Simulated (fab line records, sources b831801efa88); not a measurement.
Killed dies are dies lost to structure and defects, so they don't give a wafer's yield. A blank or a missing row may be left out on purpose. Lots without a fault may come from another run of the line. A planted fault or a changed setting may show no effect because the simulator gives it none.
Problem report in the 8D (eight disciplines) form, filled by code | flow gf180mcu | the parts of the form that need people (team, actions taken, sign-off) are left out

1. THE PROBLEM
time_to_endpoint_s at GF_CONTACT_CMP_27 reads a mean of 41 s on 6 wafers of 2 lots; wafers without a fault read 75 s with a standard deviation of 3. That is -11 standard deviations from the usual mean.
The step: polishes, stops on SiO2, t overpolish 15 s, target thk 0 nm.
First seen on wafer L441.3, day 21 06:19, on cmp-02. The record holds 42 wafers of 14 lots with a number at this step. Rule for "out", or "out of limits": more than 4 standard deviations from the usual mean. The other wafers with a number count as sound.

2. WHAT IT IS AND WHAT IT IS NOT
question                    | is                     | is not
which readings at this step | time_to_endpoint_s     | motor_current_A
which lots                  | L441, L442             | L429, L431, L432, L433, L437, L440, L443, L444, L445, L446, L449, L451
which wafers of those lots  | all that have a number | -
read on which tools         | cmp-02                 | cmp-01
when                        | from day 21 06:19      | up to then (18 sound wafers); but 18 sound wafers of L443, L444, L445, L446, L449, L451 came after

3. SUSPECTS, AND WHAT RULES EACH OUT
Counting: a tool at a process step up to the reading stays a suspect if it ran every lot that is out and no sound lot after the first of them.
- cmp-02 at GF_CONTACT_CMP_27 (polishes, stops on SiO2, t overpolish 15 s, target thk 0 nm): kept. It ran every lot that is out, first L441 (day 21 06:19), and no sound lot after that; its last sound lot up to then is L433 (day 18 01:28). Its own readings are out on those wafers: time_to_endpoint_s.
Left after counting: cmp-02 at GF_CONTACT_CMP_27.

4. THE CAUSE (what the simulator had put in)
Process parameter drift: cmp-02, from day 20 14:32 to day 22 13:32, at GF_CONTACT_CMP_27. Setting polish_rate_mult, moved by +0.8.
Counting left only this tool.

5. THE CHAIN OF EFFECTS, in route order
Each row: a reading whose mean over the struck wafers that have a number lies more than 3 standard deviations from the usual. Only readings for which the record gives a usual standard deviation are gone through. hours: the time from each lot's start at the first step in this table that gives one to its start at this step, as a median over the lots. sigmas: the change in usual standard deviations.
hours | step              | reading            | usual | on struck wafers | change | sigmas
0     | GF_CONTACT_CMP_27 | time_to_endpoint_s | 75 s  | 41               | -34    | -11
The process steps in it:
- GF_CONTACT_CMP_27: polishes, stops on SiO2, t overpolish 15 s, target thk 0 nm.
Later measuring or inspecting steps at which every struck wafer that the step has a row for has a number for every such reading, and none has moved that far: GF_V2_THK_MEAS_25.

6. WHAT WOULD HAVE CAUGHT IT SOONER
In this record the first reading out of limits was taken at day 21 06:19, 16 hours after the fault began at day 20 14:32.
